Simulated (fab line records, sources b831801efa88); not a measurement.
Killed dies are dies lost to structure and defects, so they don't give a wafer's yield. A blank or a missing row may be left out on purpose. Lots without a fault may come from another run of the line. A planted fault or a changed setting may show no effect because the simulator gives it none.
One fault seen from 2 desks | flow gf180mcu | each desk has only its own numbers; what lay behind them comes last

THE METROLOGY DESK
What the gauges read, lot by lot, whatever tool the lot ran on: means of the sampled wafers that have a number. A lot is out of limits, marked OUT, if its mean lies more than 4 standard deviations from the usual mean; the brackets give that distance.
Columns: A = M2_ALCU_RS at GF_M2_RS_MEAS_05, usual 0.0694 ohm/sq; B = V2_CVD_02_THK at GF_V2_THK_MEAS_03, usual 847 nm
lot  | first seen here | A      | B
L101 | day 18 12:32    | 0.0687 | 837
L103 | day 19 11:18    | 0.0696 | 851
L105 | day 20 06:44    | 0.0703 | 850
L107 | day 21 04:07    | 0.0689 | 839
L108 | day 21 04:29    | 0.0692 | 840
L109 | day 21 19:38    | 0.0690 | 849
L114 | day 23 11:52    | 0.0700 | 838
L116 | day 23 22:38    | 0.0694 | 847
L121 | day 25 16:17    | 0.0688 | 848
L122 | day 25 19:40    | 0.0693 | 836
L123 | day 26 10:14    | 0.0694 | 863
This desk's finding: nothing out of limits on any of the 11 lots.

THE TOOL OWNER'S DESK: rie_metal-03
The tool's own readings at GF_M2_METAL_ETCH_16 (etches the open film in Cl2/BCl3, stops on SiO2, target depth 627.5 nm, time 104.6 s): means of the sampled wafers that have a number, for each lot that ran on this tool. A lot is out of limits, marked OUT, if its mean lies more than 4 standard deviations from the usual mean; the brackets give that distance.
Columns: A = bcl3_flow_sccm at GF_M2_METAL_ETCH_16, usual 39.98 sccm; B = drypump_motor_current_A at GF_M2_METAL_ETCH_16, usual 5.80 A; C = oes_product_au at GF_M2_METAL_ETCH_16, usual 0.974 a.u.; D = rf_fwd_power_W at GF_M2_METAL_ETCH_16, usual 795.6 W; E = run_length_s at GF_M2_METAL_ETCH_16, usual 132.7 s; F = throttle_valve_pct at GF_M2_METAL_ETCH_16, usual 28.248 %
lot  | first seen here | A     | B    | C                | D     | E               | F
L103 | day 20 11:59    | 39.93 | 5.70 | 0.967            | 796.5 | 132.8           | 28.248
L105 | day 21 07:20    | 40.14 | 5.72 | 0.970            | 797.8 | 132.6           | 28.263
L107 | day 22 04:02    | 40.08 | 5.70 | 0.976            | 796.2 | 132.6           | 28.251
L116 | day 24 20:07    | 39.91 | 5.71 | 0.970            | 792.4 | 132.9           | 28.253
L121 | day 26 12:41    | 40.05 | 5.72 | 0.921 (-8.9) OUT | 794.4 | 143.4 (+22) OUT | 28.303 (+5.0) OUT
This desk's finding: out of limits on L121; first on L121, day 26 12:41 (oes_product_au at GF_M2_METAL_ETCH_16). In limits: L103, L105, L107, L116.

PUT TOGETHER
The tool owner's desk could have raised an alarm at day 26 12:41, on L121.
The metrology desk saw nothing out of limits.
The metrology desk has L121 on record, within its limits.
Of the lots named, all ran GF_M2_METAL_ETCH_16 on rie_metal-03.

WHAT THE SIMULATOR HAD PUT IN
Process parameter drift: rie_metal-03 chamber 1, from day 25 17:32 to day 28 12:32, at GF_M2_METAL_ETCH_16. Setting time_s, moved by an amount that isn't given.
Lots struck among those shown: L121.
Hours from the fault's start to each desk's first reading out of limits: the tool owner's desk, 19.
